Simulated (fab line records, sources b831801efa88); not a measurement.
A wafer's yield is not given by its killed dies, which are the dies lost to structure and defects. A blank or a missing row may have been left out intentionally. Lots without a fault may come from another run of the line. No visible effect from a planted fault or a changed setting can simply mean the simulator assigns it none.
Which tool is to blame? :: flow gf180mcu :: 39 wafers from 13 lots sampled at 5 of the route's 602 steps

== WHAT THE GAUGES SHOWED, per wafer ==
GF_CONTACT_THK_MEAS_26: measures by xrf. Usual: for CONTACT_W_THK the level is 301 nm and the standard deviation is 4.7.
lot: L823
measured: day 16 10:05
on: film metro-01
CONTACT_W_THK (nm): 299 297 299
flag: 

lot: L827
measured: day 17 11:44
on: film metro-03
CONTACT_W_THK (nm): 297 302 300
flag: 

lot: L828
measured: day 17 20:18
on: film metro-02
CONTACT_W_THK (nm): 307 307 308
flag: 

lot: L829
measured: day 18 01:38
on: film metro-01
CONTACT_W_THK (nm): 291 296 297
flag: 

lot: L830
measured: day 18 21:08
on: film metro-03
CONTACT_W_THK (nm): 307 299 307
flag: 

lot: L831
measured: day 19 07:13
on: film metro-02
CONTACT_W_THK (nm): 292 295 292
flag: 

lot: L832
measured: day 19 12:16
on: film metro-03
CONTACT_W_THK (nm): 310 308 308
flag: 

lot: L833
measured: day 19 22:23
on: film metro-01
CONTACT_W_THK (nm): 311 305 309
flag: 

lot: L837
measured: day 21 14:34
on: film metro-02
CONTACT_W_THK (nm): 298 293 293
flag: 

lot: L838
measured: day 21 18:01
on: film metro-01
CONTACT_W_THK (nm): 298 296 298
flag: 

lot: L840
measured: day 22 12:31
on: film metro-02
CONTACT_W_THK (nm): 304 300 302
flag: 

lot: L841
measured: day 22 20:34
on: film metro-02
CONTACT_W_THK (nm): 299 298 298
flag: 

lot: L842
measured: day 22 23:31
on: film metro-03
CONTACT_W_THK (nm): 302 302 303
flag: 

GF_V1_THK_MEAS_03. Usual: for V1_CVD_02_THK the level is 852 nm and the standard deviation is 12.
lot: L823
measured: day 17 09:32
on: film metro-02
V1_CVD_02_THK (nm): 825 832 862
flag: 

lot: L827
measured: day 18 12:51
on: film metro-02
V1_CVD_02_THK (nm): 858 835 848
flag: 

lot: L828
measured: day 18 21:34
on: film metro-04
V1_CVD_02_THK (nm): 867 869 865
flag: 

lot: L829
measured: day 19 02:47
on: film metro-04
V1_CVD_02_THK (nm): 832 855 853
flag: 

lot: L830
measured: day 19 23:09
on: film metro-04
V1_CVD_02_THK (nm): 849 853 841
flag: 

lot: L831
measured: day 20 08:58
on: film metro-02
V1_CVD_02_THK (nm): 846 862 867
flag: 

lot: L832
measured: day 20 13:32
on: film metro-02
V1_CVD_02_THK (nm): 847 854 859
flag: 

lot: L833
measured: day 21 00:01
on: film metro-04
V1_CVD_02_THK (nm): 857 859 859
flag: 

lot: L837
measured: day 22 15:19
on: film metro-04
V1_CVD_02_THK (nm): 859 837 844
flag: 

lot: L838
measured: day 22 19:10
on: film metro-02
V1_CVD_02_THK (nm): 841 866 854
flag: 

lot: L840
measured: day 23 12:26
on: film metro-01
V1_CVD_02_THK (nm): 293 287 300
flag: OFF

lot: L841
measured: day 23 20:46
on: film metro-04
V1_CVD_02_THK (nm): 291 296 303
flag: OFF

lot: L842
measured: day 24 00:00
on: film metro-01
V1_CVD_02_THK (nm): 298 292 308
flag: OFF

GF_V1_BOW_MEAS_05. Usual: for V1_BOW the level is 82 um and the standard deviation is 7.4.
lot: L823
measured: day 17 09:55
on: film metro-01
V1_BOW (um): 72 78 83
flag: 

lot: L827
measured: day 18 13:13
on: film metro-04
V1_BOW (um): 87 87 81
flag: 

lot: L828
measured: day 18 21:57
on: film metro-02
V1_BOW (um): 86 95 89
flag: 

lot: L829
measured: day 19 03:10
on: film metro-02
V1_BOW (um): 90 82 92
flag: 

lot: L830
measured: day 19 23:34
on: film metro-02
V1_BOW (um): 83 87 87
flag: 

lot: L831
measured: day 20 09:22
on: film metro-01
V1_BOW (um): 76 77 79
flag: 

lot: L832
measured: day 20 13:56
on: film metro-04
V1_BOW (um): 77 85 69
flag: 

lot: L833
measured: day 21 00:22
on: film metro-02
V1_BOW (um): 90 80 70
flag: 

lot: L837
measured: day 22 15:40
on: film metro-04
V1_BOW (um): 77 85 77
flag: 

lot: L838
measured: day 22 19:32
on: film metro-01
V1_BOW (um): 74 71 77
flag: 

lot: L840
measured: day 23 12:48
on: film metro-02
V1_BOW (um): 67 82 75
flag: 

lot: L841
measured: day 23 21:08
on: film metro-04
V1_BOW (um): 73 71 71
flag: 

lot: L842
measured: day 24 00:22
on: film metro-01
V1_BOW (um): 68 69 77
flag: 

== EACH LOT AND THE TOOL THAT RAN IT (in order: tool; ch and the chambers of the sampled wafers; start) ==
lot: L823
GF_M1_SPUTTER_01: pvd sputter-02, day 16 10:31
GF_V1_CVD_02: pecvd-02 ch 0,1, day 17 09:26

lot: L827
GF_M1_SPUTTER_01: pvd sputter-04, day 17 12:11
GF_V1_CVD_02: pecvd-02 ch 0,1,2, day 18 12:47

lot: L828
GF_M1_SPUTTER_01: pvd sputter-02, day 17 20:44
GF_V1_CVD_02: pecvd-01 ch 0,1,2, day 18 21:30

lot: L829
GF_M1_SPUTTER_01: pvd sputter-02, day 18 02:05
GF_V1_CVD_02: pecvd-01 ch 0,1,2, day 19 02:43

lot: L830
GF_M1_SPUTTER_01: pvd sputter-04, day 18 21:36
GF_V1_CVD_02: pecvd-01 ch 0,1,2, day 19 23:05

lot: L831
GF_M1_SPUTTER_01: pvd sputter-01, day 19 07:40
GF_V1_CVD_02: pecvd-01 ch 0,2, day 20 08:54

lot: L832
GF_M1_SPUTTER_01: pvd sputter-02, day 19 12:43
GF_V1_CVD_02: pecvd-01 ch 1,2, day 20 13:28

lot: L833
GF_M1_SPUTTER_01: pvd sputter-04, day 19 22:50
GF_V1_CVD_02: pecvd-01 ch 0,2, day 20 23:56

lot: L837
GF_M1_SPUTTER_01: pvd sputter-02, day 21 15:01
GF_V1_CVD_02: pecvd-02 ch 1,2, day 22 15:14

lot: L838
GF_M1_SPUTTER_01: pvd sputter-01, day 21 18:28
GF_V1_CVD_02: pecvd-02 ch 0,1,2, day 22 19:05

lot: L840
GF_M1_SPUTTER_01: pvd sputter-01, day 22 12:58
GF_V1_CVD_02: pecvd-02 ch 0,1, day 23 12:22

lot: L841
GF_M1_SPUTTER_01: pvd sputter-04, day 22 21:02
GF_V1_CVD_02: pecvd-02 ch 0,1,2, day 23 20:43

lot: L842
GF_M1_SPUTTER_01: pvd sputter-02, day 23 00:14
GF_V1_CVD_02: pecvd-02 ch 0,1,2, day 23 23:55
- GF_M1_SPUTTER_01: material TiN, target thk 30 nm, time 25 s.
- GF_V1_CVD_02: deposits SiO2 from TEOS, target thk 850 nm, time 94.851 s.

== WHAT THE TOOLS THEMSELVES READ (means of the sampled wafers that have a number; where no wafer has one, the mark that the record gives instead) ==
GF_M1_SPUTTER_01. Usual: throttle valve pct 30.2 %, standard deviation 0.94.
lot: L823
tool: pvd sputter-02
throttle valve pct (%): 30.9
flag: 

lot: L827
tool: pvd sputter-04
throttle valve pct (%): 30.4
flag: 

lot: L828
tool: pvd sputter-02
throttle valve pct (%): 30.9
flag: 

lot: L829
tool: pvd sputter-02
throttle valve pct (%): 30.6
flag: 

lot: L830
tool: pvd sputter-04
throttle valve pct (%): 30.3
flag: 

lot: L831
tool: pvd sputter-01
throttle valve pct (%): 29.9
flag: 

lot: L832
tool: pvd sputter-02
throttle valve pct (%): 31.1
flag: 

lot: L833
tool: pvd sputter-04
throttle valve pct (%): 29.8
flag: 

lot: L837
tool: pvd sputter-02
throttle valve pct (%): 30.3
flag: 

lot: L838
tool: pvd sputter-01
throttle valve pct (%): 30.9
flag: 

lot: L840
tool: pvd sputter-01
throttle valve pct (%): 29.2
flag: 

lot: L841
tool: pvd sputter-04
throttle valve pct (%): 30.2
flag: 

lot: L842
tool: pvd sputter-02
throttle valve pct (%): 30.4
flag: 

GF_V1_CVD_02. Usual: heater power w 680 W, standard deviation 99; run length s 122.5 s, standard deviation 0.7.
lot: L823
tool: pecvd-02
heater power w (W): 685
run length s (s): 122.6
flag: 

lot: L827
tool: pecvd-02
heater power w (W): 694
run length s (s): 122.4
flag: 

lot: L828
tool: pecvd-01
heater power w (W): 723
run length s (s): 122.7
flag: 

lot: L829
tool: pecvd-01
heater power w (W): 737
run length s (s): 122.6
flag: 

lot: L830
tool: pecvd-01
heater power w (W): 688
run length s (s): 122.6
flag: 

lot: L831
tool: pecvd-01
heater power w (W): 736
run length s (s): 122.3
flag: 

lot: L832
tool: pecvd-01
heater power w (W): 672
run length s (s): 122.6
flag: 

lot: L833
tool: pecvd-01
heater power w (W): 732
run length s (s): 122.2
flag: 

lot: L837
tool: pecvd-02
heater power w (W): 639
run length s (s): 121.9
flag: 

lot: L838
tool: pecvd-02
heater power w (W): 706
run length s (s): 122.6
flag: 

lot: L840
tool: pecvd-02
heater power w (W): 804
run length s (s): 60.2
flag: OFF

lot: L841
tool: pecvd-02
heater power w (W): 734
run length s (s): 59.9
flag: OFF

lot: L842
tool: pecvd-02
heater power w (W): 686
run length s (s): 60.0
flag: OFF

== THE ANSWER, worked out from the rows above alone ==
Rule: a lot counts as off when the mean over its wafers that have a number is more than 3 standard deviations away from the usual mean. A lot without any number at a reading at which 4 lots or more have one is off too. All remaining lots with rows at the step are treated as sound. First the gauges in route order, then the tools' own readings, where a lot's mean is used as printed above. At the first step where some lot is off, the reading lying furthest off is the one used; lots without a number count as furthest.
Off: at GF_V1_THK_MEAS_03 (V1_CVD_02_THK), L840, L841, L842.
A tool fits if, at a process step before that reading, it ran every lot that is off, and no sound lot after the first of them. The gauges at GF_V1_THK_MEAS_03 aren't tried: what is off there is off at GF_V1_CVD_02 too, on other tools, and a gauge's error can't cause that. One fits: GF_V1_CVD_02 on pecvd-02. Its last sound lot is L838 (day 22 19:05), its first lot that is off L840 (day 23 12:22): a fault that began between those two fits.
The tool's own readings at GF_V1_CVD_02 bear it out: on the lots that are off they differ by more than 5 times the standard deviation of the sound lots' means. run length s reads 60.0 s there against 122.5 s on the sound lots.

== WHAT WAS PUT IN BY THE SIMULATOR ==
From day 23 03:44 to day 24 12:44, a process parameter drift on pecvd-02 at GF_V1_CVD_02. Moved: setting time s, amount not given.
Lots struck among those shown: L840, L841, L842. The same result came from the rule above.
